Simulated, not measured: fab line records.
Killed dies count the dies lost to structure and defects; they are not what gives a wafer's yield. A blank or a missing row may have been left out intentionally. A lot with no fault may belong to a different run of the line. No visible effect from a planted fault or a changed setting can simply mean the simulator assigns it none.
Which tool did it? :: flow gf180mcu :: Sampling: 14 lots, 42 wafers, 5 of 602 route steps

## WHAT EACH GAUGE READ, for each wafer
GF_MVSD_TW_MEAS_11. Usual: for MVSD_TW the level is 1589 and the standard deviation is 7.3.
lot: L893
measured: day 4 12:55
on: filmMetro-04
MVSD_TW: 1582 1570 1581
flag: 

lot: L895
measured: day 4 21:55
on: filmMetro-04
MVSD_TW: 1577 1587 1578
flag: 

lot: L896
measured: day 5 04:19
on: filmMetro-04
MVSD_TW: 1599 1586 1603
flag: 

lot: L897
measured: day 5 08:44
on: filmMetro-03
MVSD_TW: 1591 1590 1583
flag: 

lot: L898
measured: day 5 13:59
on: filmMetro-03
MVSD_TW: 1578 1592 1580
flag: 

lot: L899
measured: day 5 21:11
on: filmMetro-03
MVSD_TW: 1585 1590 1578
flag: 

lot: L900
measured: day 6 03:04
on: filmMetro-03
MVSD_TW: 1595 1599 1592
flag: 

lot: L902
measured: day 6 14:31
on: filmMetro-04
MVSD_TW: 1592 1585 1587
flag: 

lot: L903
measured: day 6 21:49
on: filmMetro-04
MVSD_TW: 1597 1592 1585
flag: 

lot: L905
measured: day 7 08:32
on: filmMetro-01
MVSD_TW: 1580 1586 1579
flag: 

lot: L908
measured: day 8 00:48
on: filmMetro-01
MVSD_TW: 1588 1588 1584
flag: 

lot: L910
measured: day 8 11:27
on: filmMetro-04
MVSD_TW: 1587 1591 1588
flag: 

lot: L911
measured: day 8 22:29
on: filmMetro-01
MVSD_TW: 1587 1577 1585
flag: 

lot: L916
measured: day 10 02:56
on: filmMetro-04
MVSD_TW: 1597 1595 1596
flag: 

GF_HV_LDD_TW_MEAS_50. Usual: for HV_LDD_4_TW the level is 573.6 and the standard deviation is 2.8.
lot: L893
measured: day 12 11:37
on: filmMetro-04
HV_LDD_4_TW: 572.8 573.9 569.4
flag: 

lot: L895
measured: day 12 22:13
on: filmMetro-03
HV_LDD_4_TW: 574.1 575.9 573.0
flag: 

lot: L896
measured: day 13 07:02
on: filmMetro-04
HV_LDD_4_TW: 578.2 578.1 577.3
flag: 

lot: L897
measured: day 13 15:39
on: filmMetro-01
HV_LDD_4_TW: 574.9 573.7 572.8
flag: 

lot: L898
measured: day 14 00:38
on: filmMetro-03
HV_LDD_4_TW: 568.1 570.1 568.5
flag: 

lot: L899
measured: day 14 09:23
on: filmMetro-04
HV_LDD_4_TW: 577.5 577.0 576.0
flag: 

lot: L900
measured: day 14 16:02
on: filmMetro-04
HV_LDD_4_TW: 580.7 573.8 575.6
flag: 

lot: L902
measured: day 15 09:43
on: filmMetro-04
HV_LDD_4_TW: 572.6 573.3 573.0
flag: 

lot: L903
measured: day 15 18:54
on: filmMetro-04
HV_LDD_4_TW: 571.8 575.4 576.2
flag: 

lot: L905
measured: day 16 06:17
on: filmMetro-03
HV_LDD_4_TW: 574.4 568.6 569.8
flag: 

lot: L908
measured: day 17 09:28
on: filmMetro-03
HV_LDD_4_TW: 536.9 536.3 537.6
flag: OFF

lot: L910
measured: day 18 00:50
on: filmMetro-03
HV_LDD_4_TW: 569.4 572.1 575.6
flag: 

lot: L911
measured: day 18 15:25
on: filmMetro-04
HV_LDD_4_TW: 537.2 535.2 539.3
flag: OFF

lot: L916
measured: day 20 08:12
on: filmMetro-01
HV_LDD_4_TW: 575.3 576.4 573.9
flag: 

GF_PSD_OVL_MEAS_08. Usual: for PSD_OVL the level is 1.0 nm and the standard deviation is 1.4.
lot: L893
measured: day 14 07:32
on: overlay-02
PSD_OVL (nm): 1.9 1.2 0.4
flag: 

lot: L895
measured: day 14 19:24
on: overlay-02
PSD_OVL (nm): -0.4 0.0 0.3
flag: 

lot: L896
measured: day 15 03:20
on: overlay-01
PSD_OVL (nm): 2.2 2.3 1.4
flag: 

lot: L897
measured: day 15 13:23
on: overlay-01
PSD_OVL (nm): 0.3 -0.1 0.6
flag: 

lot: L898
measured: day 15 23:20
on: overlay-01
PSD_OVL (nm): 0.5 3.5 1.9
flag: 

lot: L899
measured: day 16 08:09
on: overlay-02
PSD_OVL (nm): 1.7 0.4 2.5
flag: 

lot: L900
measured: day 16 14:25
on: overlay-02
PSD_OVL (nm): -0.5 -1.8 1.4
flag: 

lot: L902
measured: day 17 09:46
on: overlay-02
PSD_OVL (nm): 2.0 2.3 1.2
flag: 

lot: L903
measured: day 17 17:58
on: overlay-02
PSD_OVL (nm): 2.4 1.9 1.8
flag: 

lot: L905
measured: day 18 07:18
on: overlay-01
PSD_OVL (nm): 2.9 1.6 2.2
flag: 

lot: L908
measured: day 19 14:47
on: overlay-02
PSD_OVL (nm): 2.1 2.4 4.7
flag: 

lot: L910
measured: day 20 05:13
on: overlay-02
PSD_OVL (nm): 2.2 2.6 1.1
flag: 

lot: L911
measured: day 20 19:49
on: overlay-02
PSD_OVL (nm): -0.5 -0.5 -0.2
flag: 

lot: L916
measured: day 22 12:13
on: overlay-01
PSD_OVL (nm): -2.7 -0.3 -1.6
flag: 

## WHICH TOOL RAN EACH LOT (tool, then ch and the chambers of the sampled wafers, then the start)
lot: L893
GF_HV_LDD_IMPLANT_48: implanter-03 ch 0, day 12 11:22
GF_HV_LDD_RTA_52: rtpAnneal-01 ch 0, day 12 11:44

lot: L895
GF_HV_LDD_IMPLANT_48: implanter-01 ch 0, day 12 21:58
GF_HV_LDD_RTA_52: rtpAnneal-01 ch 0, day 12 22:20

lot: L896
GF_HV_LDD_IMPLANT_48: implanter-01 ch 0, day 13 06:47
GF_HV_LDD_RTA_52: rtpAnneal-01 ch 0, day 13 07:09

lot: L897
GF_HV_LDD_IMPLANT_48: implanter-01 ch 0, day 13 15:25
GF_HV_LDD_RTA_52: rtpAnneal-02 ch 0, day 13 15:46

lot: L898
GF_HV_LDD_IMPLANT_48: implanter-03 ch 0, day 14 00:23
GF_HV_LDD_RTA_52: rtpAnneal-01 ch 0, day 14 00:45

lot: L899
GF_HV_LDD_IMPLANT_48: implanter-02 ch 0, day 14 09:08
GF_HV_LDD_RTA_52: rtpAnneal-01 ch 0, day 14 09:30

lot: L900
GF_HV_LDD_IMPLANT_48: implanter-01 ch 0, day 14 15:47
GF_HV_LDD_RTA_52: rtpAnneal-02 ch 0, day 14 16:09

lot: L902
GF_HV_LDD_IMPLANT_48: implanter-02 ch 0, day 15 09:29
GF_HV_LDD_RTA_52: rtpAnneal-02 ch 0, day 15 09:50

lot: L903
GF_HV_LDD_IMPLANT_48: implanter-02 ch 0, day 15 18:40
GF_HV_LDD_RTA_52: rtpAnneal-02 ch 0, day 15 19:01

lot: L905
GF_HV_LDD_IMPLANT_48: implanter-01 ch 0, day 16 06:03
GF_HV_LDD_RTA_52: rtpAnneal-02 ch 0, day 16 06:23

lot: L908
GF_HV_LDD_IMPLANT_48: implanter-03 ch 0, day 17 09:13
GF_HV_LDD_RTA_52: rtpAnneal-02 ch 0, day 17 09:35

lot: L910
GF_HV_LDD_IMPLANT_48: implanter-01 ch 0, day 18 00:35
GF_HV_LDD_RTA_52: rtpAnneal-02 ch 0, day 18 00:57

lot: L911
GF_HV_LDD_IMPLANT_48: implanter-03 ch 0, day 18 15:11
GF_HV_LDD_RTA_52: rtpAnneal-01 ch 0, day 18 15:32

lot: L916
GF_HV_LDD_IMPLANT_48: implanter-01 ch 0, day 20 07:58
GF_HV_LDD_RTA_52: rtpAnneal-02 ch 0, day 20 08:22
- GF_HV_LDD_IMPLANT_48
- GF_HV_LDD_RTA_52: time 10 s.

## AS READ BY THE TOOLS THEMSELVES (means over the sampled wafers that have a number; for cases with no such wafer, the mark the record gives instead)
GF_HV_LDD_IMPLANT_48. Usual: beamOnS 9.98 s, standard deviation 0.21; faradayCurrentUA 170, standard deviation 3.5.
lot: L893
tool: implanter-03
beamOnS (s): 9.90
faradayCurrentUA: 171
flag: 

lot: L895
tool: implanter-01
beamOnS (s): 10.03
faradayCurrentUA: 168
flag: 

lot: L896
tool: implanter-01
beamOnS (s): 9.99
faradayCurrentUA: 169
flag: 

lot: L897
tool: implanter-01
beamOnS (s): 9.86
faradayCurrentUA: 171
flag: 

lot: L898
tool: implanter-03
beamOnS (s): 9.98
faradayCurrentUA: 169
flag: 

lot: L899
tool: implanter-02
beamOnS (s): 10.10
faradayCurrentUA: 167
flag: 

lot: L900
tool: implanter-01
beamOnS (s): 10.05
faradayCurrentUA: 168
flag: 

lot: L902
tool: implanter-02
beamOnS (s): 9.97
faradayCurrentUA: 170
flag: 

lot: L903
tool: implanter-02
beamOnS (s): 10.13
faradayCurrentUA: 168
flag: 

lot: L905
tool: implanter-01
beamOnS (s): 9.91
faradayCurrentUA: 171
flag: 

lot: L908
tool: implanter-03
beamOnS (s): 8.03
faradayCurrentUA: 210
flag: OFF

lot: L910
tool: implanter-01
beamOnS (s): 10.37
faradayCurrentUA: 163
flag: 

lot: L911
tool: implanter-03
beamOnS (s): 8.03
faradayCurrentUA: 210
flag: OFF

lot: L916
tool: implanter-01
beamOnS (s): 10.31
faradayCurrentUA: 164
flag: 

GF_HV_LDD_RTA_52. Usual: annealTempCMax 1005.7, standard deviation 2; lampPowerPct 37 %, standard deviation 3.3; wafer_temp_C_max 1004.9, standard deviation 0.96.
lot: L893
tool: rtpAnneal-01
annealTempCMax: 1004.1
lampPowerPct (%): 40
wafer_temp_C_max: 1003.4
flag: 

lot: L895
tool: rtpAnneal-01
annealTempCMax: 1003.7
lampPowerPct (%): 40
wafer_temp_C_max: 1004.5
flag: 

lot: L896
tool: rtpAnneal-01
annealTempCMax: 1004.2
lampPowerPct (%): 40
wafer_temp_C_max: 1004.8
flag: 

lot: L897
tool: rtpAnneal-02
annealTempCMax: 1006.8
lampPowerPct (%): 33
wafer_temp_C_max: 1005.1
flag: 

lot: L898
tool: rtpAnneal-01
annealTempCMax: 1004.7
lampPowerPct (%): 40
wafer_temp_C_max: 1004.5
flag: 

lot: L899
tool: rtpAnneal-01
annealTempCMax: 1004.2
lampPowerPct (%): 40
wafer_temp_C_max: 1003.6
flag: 

lot: L900
tool: rtpAnneal-02
annealTempCMax: 1006.6
lampPowerPct (%): 33
wafer_temp_C_max: 1005.4
flag: 

lot: L902
tool: rtpAnneal-02
annealTempCMax: 1009.4
lampPowerPct (%): 33
wafer_temp_C_max: 1004.4
flag: 

lot: L903
tool: rtpAnneal-02
annealTempCMax: 1008.4
lampPowerPct (%): 33
wafer_temp_C_max: 1004.9
flag: 

lot: L905
tool: rtpAnneal-02
annealTempCMax: 1008.1
lampPowerPct (%): 33
wafer_temp_C_max: 1005.7
flag: 

lot: L908
tool: rtpAnneal-02
annealTempCMax: 1008.2
lampPowerPct (%): 33
wafer_temp_C_max: 1005.4
flag: 

lot: L910
tool: rtpAnneal-02
annealTempCMax: 1005.4
lampPowerPct (%): 33
wafer_temp_C_max: 1006.4
flag: 

lot: L911
tool: rtpAnneal-01
annealTempCMax: 1003.0
lampPowerPct (%): 40
wafer_temp_C_max: 1004.3
flag: 

lot: L916
tool: rtpAnneal-02
annealTempCMax: 1006.8
lampPowerPct (%): 33
wafer_temp_C_max: 1005.1
flag: 

## THE ANSWER, worked out from the rows above alone
Rule: take the mean of a lot's wafers that have a number; if it is more than 3 standard deviations from the usual mean, the lot is off. A lot without any number at a reading at which 4 lots or more have one is off too. The other lots that the step has rows for count as sound. The gauges are gone through in route order, then the tools' own readings, and for those a lot's mean is taken as printed above. The first step at which some lot is off is used, and at that step the reading that is off furthest; a lot without a number counts as furthest.
Off: L908, L911, seen at GF_HV_LDD_TW_MEAS_50 (HV_LDD_4_TW).
A tool fits if, at a process step before that reading, it ran every lot that is off, and no sound lot after the first of them. Not tried: the gauges at GF_HV_LDD_TW_MEAS_50; whatever is off there is also off at GF_HV_LDD_IMPLANT_48, on other tools, and gauge error can't account for it. One candidate fits, namely implanter-03 at GF_HV_LDD_IMPLANT_48. A fault onset in the window from L898 (day 14 00:23, its last sound lot) to L908 (day 17 09:13, its first lot off) fits.
The tool's own readings at GF_HV_LDD_IMPLANT_48 bear it out: on the lots that are off they differ by more than 5 times the standard deviation of the sound lots' means. beamOnS reads 8.03 s there against 10.05 s on the sound lots; faradayCurrentUA reads 210 there against 168 on the sound lots.

## WHAT THE SIMULATOR HAD INSERTED
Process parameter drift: implanter-03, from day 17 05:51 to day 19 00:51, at GF_HV_LDD_IMPLANT_48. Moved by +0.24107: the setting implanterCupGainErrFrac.
Struck lots among those shown: L908, L911. Same finding as the rule above.
